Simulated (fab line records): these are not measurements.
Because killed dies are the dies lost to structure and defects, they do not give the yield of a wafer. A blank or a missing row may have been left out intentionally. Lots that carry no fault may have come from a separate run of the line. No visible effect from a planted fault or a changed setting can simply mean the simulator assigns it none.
A lot that was struck, set against a sound lot -- flow sky130 -- 15 out of 708 route steps
Sound: the wafers L476.1, L476.5, L476.6. Struck: wafers L465.1, L465.5, L465.6. At the end, the cause is stated.
Per side, at each step with rows, come the tool, then ch with its chambers, and then its first start. Under that, the readings that differ: sound wafers -- struck wafers -- difference of the means -- sigmas: that difference in standard deviations of wafers without a fault.
alike: words and numbers the same on both sides, and readings whose means are apart by under 2 such deviations; not compared: readings that were withheld, readings missing a value for some wafer, numbers with overlapping values and no deviation given by the record, and bounds like >300 which may hide the same value.
The two part at a step that has a row with sigmas, a row that says differs or no value, or rows on one side only. Non-overlapping numbers with no deviation appear without sigmas and do not part them. Lack of a reading on every wafer of one side parts them only where that side has two or more wafers.

first, 1 step without rows for these wafers: SKY_VIA3_ETCH_14 (etches BARC in N2/H2, stops on SiO2, time 45.9 s, target depth 60 nm).
SKY_VIA3_ETCH_15: etches SiO2 in C4F8/O2/Ar, stops on TiN, target depth 507 nm, time 78 s.
  sound on rie-diel-02 ch 2,3, day 44 14:43; struck on rie-diel-02 ch 0,1, day 41 13:53
  alike: bias-w, oes-product-au
  not compared: rf-hours-counter-h
then, 4 steps without rows for these wafers: SKY_VIA3_STRIP_16 (strips in O2/N2); SKY_VIA3_STRIP_17 (strips in post etch residue remover, time 1200 s); SKY_VIA3_CLEAN_18 (cleans in IPA, time 180 s); SKY_VIA3_CLEAN_19 (cleans in O3/DIW).
SKY_VIA3_SPUTTER_20: material TiN, target thk 20 nm, time 80 s.
  struck on pvd-sputter-03, day 41 14:34; sound on pvd-sputter-01, day 44 15:25
  alike: cathode-dc-power-W, chamber-pressure-pa, throttle-valve-pct
SKY_VIA3_CVD_21: deposits W, target thk 390 nm, time 117.31 s.
  sound on cvd-w-01 ch 0,1, day 44 15:28; struck on cvd-w-02 ch 0,1, day 41 14:38
  alike: heater-power-w
SKY_VIA3_RS_MEAS_22: a four-point-probe measurement.
  struck on film-metro-04, day 41 14:46; sound on film-metro-02, day 44 15:35
  alike: VIA3_W_RS
SKY_VIA3_THK_MEAS_23: measures by xrf.
  struck on film-metro-04, day 41 14:53; sound on film-metro-02, day 44 15:43
  alike: VIA3_W_THK
SKY_VIA3_CMP_24: polishes, stops on SiO2, t overpolish 20 s, target thk 0 nm.
  sound on cmp-01 ch 1,2,3, day 44 15:52; struck on cmp-02 ch 0,3, day 41 14:56
  alike: motor-current-A, overpolish-run-s, time-to-endpoint-s
SKY_METAL4_SPUTTER_00: material Ti, target thk 15 nm, time 10 s.
  struck on pvd-sputter-04, day 41 15:14; sound on pvd-sputter-01, day 44 16:04
reading,sound,struck,difference,sigmas
chamber-pressure-pa (Pa),0.3996 0.3992 0.4003,0.4017 0.4010 0.4016,+0.0017,+2
  alike: cathode-dc-power-W, throttle-valve-pct
SKY_METAL4_SPUTTER_01: material TiN, target thk 20 nm, time 16.7 s.
  struck on pvd-sputter-04, day 41 15:16; sound on pvd-sputter-01, day 44 16:06
  no value came back on the struck wafers for cathode-dc-power-W (W), chamber-pressure-pa (Pa), throttle-valve-pct (%); on the sound wafers cathode-dc-power-W (W) reads 6498.6 6502.8 6498.7
then, 1 step without rows for these wafers: SKY_METAL4_SPUTTER_02 (material AlCu, target thk 735 nm, time 39.1 s).
-- the record jumps here: 6 days lie between the struck wafers' starts before and after (it left off in module METAL4 and takes up again in module PAD_OPEN, whose first step shown is number 708 of the route) --
SKY_PAD_OPEN_PROBE_99:
  struck on prober-01, day 47 08:47; sound on prober-02, day 49 21:12
reading,sound,struck,difference,sigmas
killed_at_M0_to_M3,63 60 56,44 37 47,-17,-2
  alike: defect-limited-yield, killed_at_M4_up, killed-at-contacts, killed-at-front-end, killed-at-other, killed-dies, killed-open, killed-short, sort_bin_3_pad_short, sort_bin_5_function, sort_bin_6_memory, sort-n-pass, sort-yield-pct
  not compared: model.etest.met4.line-ohm-um, model.etest.met4.rs-ohm-sq

WHERE THEY PART
Earliest at SKY_METAL4_SPUTTER_00; latest, in this record, at SKY_PAD_OPEN_PROBE_99.

WHY: what had been put in by the simulator
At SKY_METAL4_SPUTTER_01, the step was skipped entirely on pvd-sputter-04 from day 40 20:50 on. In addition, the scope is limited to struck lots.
